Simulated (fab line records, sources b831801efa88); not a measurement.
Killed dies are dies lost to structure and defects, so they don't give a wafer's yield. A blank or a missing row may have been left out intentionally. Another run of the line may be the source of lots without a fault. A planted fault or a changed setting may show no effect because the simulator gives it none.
Which tool did it? + flow gf180mcu + Sampling: 14 lots, 42 wafers, 3 of 602 route steps

== WHAT THE GAUGES SHOWED, per wafer ==
GF_M4_OVL_MEAS_15.
| lot  | measured     | on         | M4_OVL (nm) |
|------|--------------|------------|-------------|
| L819 | day 23 08:37 | overlay-01 | 3 -2 6      |
| L821 | day 24 03:34 | overlay-02 | -10 7 -10   |
| L825 | day 25 17:58 | overlay-02 | -7 0 6      |
| L826 | day 26 00:40 | overlay-01 | -3 -10 -10  |
| L827 | day 26 03:56 | overlay-01 | -13 -12 -8  |
| L828 | day 26 20:45 | overlay-02 | -4 -1 -9    |
| L834 | day 28 10:02 | overlay-01 | -1 9 -2     |
| L836 | day 29 01:20 | overlay-02 | 1 -1 -4     |
| L837 | day 29 03:44 | overlay-02 | -3 0 -10    |
| L838 | day 29 11:31 | overlay-02 | -1 5 4      |
| L839 | day 30 02:31 | overlay-01 | -10 -5 -14  |
| L840 | day 30 02:52 | overlay-02 | 1 -3 3      |
| L841 | day 30 09:50 | overlay-01 | -6 2 0      |
| L842 | day 30 14:39 | overlay-02 | 0 1 -3      |

== EACH LOT AND THE TOOL THAT RAN IT (in order: tool; ch and the chambers of the sampled wafers; start) ==
| lot  | GF_M4_SPUTTER_01            | GF_M4_SPUTTER_03            |
|------|-----------------------------|-----------------------------|
| L819 | pvdSputter-03, day 22 09:31 | pvdSputter-03, day 22 09:34 |
| L821 | pvdSputter-04, day 23 04:26 | pvdSputter-04, day 23 04:30 |
| L825 | pvdSputter-04, day 24 20:52 | pvdSputter-04, day 24 20:56 |
| L826 | pvdSputter-04, day 25 02:56 | pvdSputter-04, day 25 03:00 |
| L827 | pvdSputter-03, day 25 06:25 | pvdSputter-03, day 25 06:29 |
| L828 | pvdSputter-03, day 26 01:07 | pvdSputter-03, day 26 01:10 |
| L834 | pvdSputter-02, day 27 13:35 | pvdSputter-02, day 27 13:39 |
| L836 | pvdSputter-04, day 28 05:44 | pvdSputter-04, day 28 05:48 |
| L837 | pvdSputter-04, day 28 07:52 | pvdSputter-04, day 28 07:55 |
| L838 | pvdSputter-02, day 28 16:07 | pvdSputter-02, day 28 16:11 |
| L839 | pvdSputter-02, day 29 07:38 | pvdSputter-02, day 29 07:42 |
| L840 | pvdSputter-03, day 29 08:22 | pvdSputter-03, day 29 08:25 |
| L841 | pvdSputter-03, day 29 14:49 | pvdSputter-03, day 29 14:53 |
| L842 | pvdSputter-02, day 29 20:10 | pvdSputter-02, day 29 20:14 |
- GF_M4_SPUTTER_01: material TiN, target thk 30 nm, time 25 s.
- GF_M4_SPUTTER_03: material Ti, target thk 10 nm, time 6.7 s.

== WHAT THE TOOLS THEMSELVES READ (means of the sampled wafers that have a number; where no wafer has one, the mark that the record gives instead) ==
GF_M4_SPUTTER_01.
| lot  | tool          | cathodeDcPowerW (W) | chamberPressurePa (Pa) | throttleValvePct (%) |
|------|---------------|---------------------|------------------------|----------------------|
| L819 | pvdSputter-03 | 6500.4              | 0.3995                 | 31.1                 |
| L821 | pvdSputter-04 | 6500.1              | 0.4004                 | 30.2                 |
| L825 | pvdSputter-04 | 6499.8              | 0.3995                 | 30.0                 |
| L826 | pvdSputter-04 | 6499.9              | 0.4002                 | 30.0                 |
| L827 | pvdSputter-03 | 6500.3              | 0.3992                 | 30.8                 |
| L828 | pvdSputter-03 | 6500.0              | 0.3993                 | 29.8                 |
| L834 | pvdSputter-02 | 6500.9              | 0.3998                 | 29.3                 |
| L836 | pvdSputter-04 | 6499.5              | 0.3992                 | 30.0                 |
| L837 | pvdSputter-04 | 6498.6              | 0.4005                 | 30.1                 |
| L838 | pvdSputter-02 | 6499.3              | 0.4008                 | 29.3                 |
| L839 | pvdSputter-02 | 6499.6              | 0.4002                 | 29.0                 |
| L840 | pvdSputter-03 | 6501.1              | 0.4003                 | 31.5                 |
| L841 | pvdSputter-03 | 6500.1              | 0.4000                 | 29.7                 |
| L842 | pvdSputter-02 | 6499.2              | 0.4001                 | 29.6                 |

GF_M4_SPUTTER_03.
| lot  | tool          | cathodeDcPowerW (W) | chamberPressurePa (Pa) | substrateTempC (C) | throttleValvePct (%) |
|------|---------------|---------------------|------------------------|--------------------|----------------------|
| L819 | pvdSputter-03 | 3000.0              | 0.2997                 | 299.79             | 30.9                 |
| L821 | pvdSputter-04 | 3000.2              | 0.3008                 | 300.03             | 30.3                 |
| L825 | pvdSputter-04 | 3000.2              | 0.3002                 | 300.00             | 30.1                 |
| L826 | pvdSputter-04 | 3000.4              | 0.3001                 | 299.99             | 29.9                 |
| L827 | pvdSputter-03 | 3000.5              | 0.2994                 | 299.98             | 31.0                 |
| L828 | pvdSputter-03 | 2999.6              | 0.2994                 | 300.21             | 29.8                 |
| L834 | pvdSputter-02 | 3000.2              | 0.3001                 | 300.17             | 29.4                 |
| L836 | pvdSputter-04 | 3000.0              | 0.2998                 | 299.83             | 30.1                 |
| L837 | pvdSputter-04 | 2999.4              | 0.2994                 | 300.00             | 30.2                 |
| L838 | pvdSputter-02 | 3000.3              | 0.3004                 | 300.09             | 29.4                 |
| L839 | pvdSputter-02 | 3000.3              | 0.2996                 | 299.96             | 29.1                 |
| L840 | pvdSputter-03 | 2999.8              | 0.2999                 | 300.25             | 31.4                 |
| L841 | pvdSputter-03 | 2999.2              | 0.3002                 | 299.95             | 29.5                 |
| L842 | pvdSputter-02 | 2999.5              | 0.3006                 | 300.07             | 29.7                 |

== THE ANSWER, worked out from the rows above alone ==
Rule: the usual values come from the lots themselves. Put in order of their means at a reading, lots are off if they are a third of the lots or fewer, leave a main group of 4 or more, and stand apart from it by a gap of 3 or more times the standard deviation of the main group's means; of several such gaps the widest counts. The tables above print the reading to a certain number of digits; a main group whose means all agree to those digits is not used. Also off: a lot with no number at a reading for which 4 or more lots have one. All remaining lots with rows at the step are treated as sound. First the gauges in route order, then the tools' own readings, where a lot's mean is used as printed above. The first step at which some lot is off is used, and at that step the reading that is off furthest; a lot without a number counts as furthest.
Nothing can be told from this: no lot is off at any reading shown.

== WHAT WAS PUT IN BY THE SIMULATOR ==
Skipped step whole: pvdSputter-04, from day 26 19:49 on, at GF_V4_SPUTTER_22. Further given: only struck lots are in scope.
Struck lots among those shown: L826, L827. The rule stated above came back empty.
